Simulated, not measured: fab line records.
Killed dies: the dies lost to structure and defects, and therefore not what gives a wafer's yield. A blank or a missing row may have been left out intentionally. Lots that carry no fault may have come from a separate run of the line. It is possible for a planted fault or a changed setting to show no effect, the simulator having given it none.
Shared-tool check	flow gf180mcu	13 lots, 39 wafers sampled

REASON IT WAS OPENED
Of 13 lots, 3 have the reading MVSD_RS flagged at GF_VT_IMPLANT_RS_MEAS_46. Wafers without a fault read 457.3 ohm/sq, standard deviation 1.2.
Rule: flag the lot when none of its wafers has a number, or when each of its wafers that has one lies beyond 4 standard deviations from that mean. All remaining lots are regarded as sound.

lot	measured	on	MVSD_RS (ohm/sq), wafer by wafer	flag
L705	day 7 19:16	film metro-01	457.6 458.1 458.2	
L706	day 8 01:07	film metro-01	458.5 458.5 459.3	
L707	day 8 11:39	film metro-01	458.5 458.2 459.9	
L708	day 8 19:04	film metro-03	456.6 456.5 458.1	
L709	day 9 05:13	film metro-03	457.3 457.6 457.4	
L716	day 11 03:45	film metro-03	456.5 457.0 456.5	
L717	day 11 07:59	film metro-02	451.1 450.1 450.2	FLAGGED
L718	day 11 19:13	film metro-03	447.8 447.5 448.0	FLAGGED
L719	day 12 01:52	film metro-01	452.4 451.5 450.5	FLAGGED
L720	day 12 07:26	film metro-03	458.5 459.3 457.2	
L722	day 13 00:28	film metro-02	457.1 455.9 456.5	
L723	day 13 08:20	film metro-03	455.1 456.2 457.2	
L727	day 14 11:14	film metro-02	458.4 457.4 456.8	
The numbers of the flagged lots are 449.9 ohm/sq on average: -7.4 ohm/sq against the usual, or -6 standard deviations.

LOT BY LOT: THE TOOL USED
The record holds 1 process step before the reading, out of a route of 602 steps. In each cell: the tool, then ch and the chambers that the sampled wafers went through, then the start.
lot	flag	GF_MVSD_IMPLANT_09
L705		implanter-04 ch 0, day 4 15:13
L706		implanter-03 ch 0, day 4 20:37
L707		implanter-04 ch 0, day 5 04:09
L708		implanter-04 ch 0, day 5 09:50
L709		implanter-02 ch 0, day 5 18:40
L716		implanter-04 ch 0, day 7 07:10
L717	FLAGGED	implanter-03 ch 0, day 7 10:57
L718	FLAGGED	implanter-03 ch 0, day 7 20:29
L719	FLAGGED	implanter-03 ch 0, day 8 03:06
L720		implanter-04 ch 0, day 8 07:48
L722		implanter-02 ch 0, day 8 22:28
L723		implanter-02 ch 0, day 9 05:31
L727		implanter-02 ch 0, day 10 05:14
What the steps here do:
- GF_MVSD_IMPLANT_09
- GF_VT_IMPLANT_RS_MEAS_46: measures by four-point-probe.

FLAGGED AGAINST TOTAL, ONE TOOL AT A TIME (gauges that did the reading follow at the end)
step	tool	lots run	flagged	share of the flagged lots	sound lots run after its first flagged lot
GF_MVSD_IMPLANT_09	implanter-02	4	0	none	-
GF_MVSD_IMPLANT_09	implanter-03	4	3	all	0
GF_MVSD_IMPLANT_09	implanter-04	5	0	none	-
GF_VT_IMPLANT_RS_MEAS_46	film metro-01	4	1	some	0
GF_VT_IMPLANT_RS_MEAS_46	film metro-02	3	1	some	2 (L722,L727)
GF_VT_IMPLANT_RS_MEAS_46	film metro-03	6	1	some	2 (L720,L723)

WHAT THE TABLE PERMITS
Rows of the table that ran each flagged lot: 1, that is implanter-03 at GF_MVSD_IMPLANT_09.
- implanter-03 at GF_MVSD_IMPLANT_09: 3 of its 4 lots flagged. Last sound lot L706 at day 4 20:37, first flagged lot L717 at day 7 10:57; a fault beginning in between fits. Its own readings lie more than 4 standard deviations out on every wafer of the flagged lots: dose ions cm2.
implanter-03 at GF_MVSD_IMPLANT_09 is the single tool remaining.

WHAT THE SIMULATOR HAD PUT IN
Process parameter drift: implanter-03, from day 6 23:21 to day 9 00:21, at GF_MVSD_IMPLANT_09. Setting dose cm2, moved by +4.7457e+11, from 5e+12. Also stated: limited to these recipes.
Lots struck among those shown: L717, L718, L719. The rule above found the same.
